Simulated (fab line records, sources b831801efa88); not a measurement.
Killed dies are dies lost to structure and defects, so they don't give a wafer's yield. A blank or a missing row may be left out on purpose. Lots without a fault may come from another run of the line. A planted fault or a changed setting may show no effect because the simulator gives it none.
Chamber matching | flow sky130 | SKY_VIA1_HDPCVD_00 on hdpcvd-01: 3 sister chambers
The step deposits SiO2, target thk 1030 nm, time 171.7 s. 3 wafers are shown with their chamber, then 7 later ones without.

WAFERS WITH THEIR CHAMBER
wafer  | chamber | run_length_s (s)
L536.1 | 1       | 199.5
L536.6 | 0       | 199.8
L539.5 | 2       | 200.5

WAFERS WITHOUT THEIR CHAMBER
wafer  | run_length_s (s)
L539.6 | 199.6
L538.3 | 201.1
L538.4 | 199.3
L538.5 | 201.4
L553.1 | 199.3
L553.4 | 199.9
L553.6 | 200.4

WHICH CHAMBER EACH WENT THROUGH
wafer  | from the rows above          | in truth
L539.6 | can't be placed: 1 or 0 or 2 | 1
L538.3 | can't be placed: 2 or 0      | 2
L538.4 | can't be placed: 1 or 0      | 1
L538.5 | can't be placed: 2 or 0      | 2
L553.1 | can't be placed: 1 or 0      | 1
L553.4 | can't be placed: 0 or 1 or 2 | 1
L553.6 | can't be placed: 2 or 0 or 1 | 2
Placed correctly: 0 of 7. Can't be placed from these rows: 7 (the true chamber is among the candidates in 7). Placed wrongly: 0.
How it was worked out, from the rows above alone: a wafer's distance from a chamber is the root of the sum, over the readings, of the square of ((its reading less the chamber's mean) divided by the reading's scatter). The wafer belongs to the nearest chamber; if the next one is less than 2 further off, it can't be placed. A chamber's mean is the mean of its shown wafers. The scatter: with one shown wafer a chamber, the root of the mean of the squares of how far each hidden wafer lies from its nearest shown one.
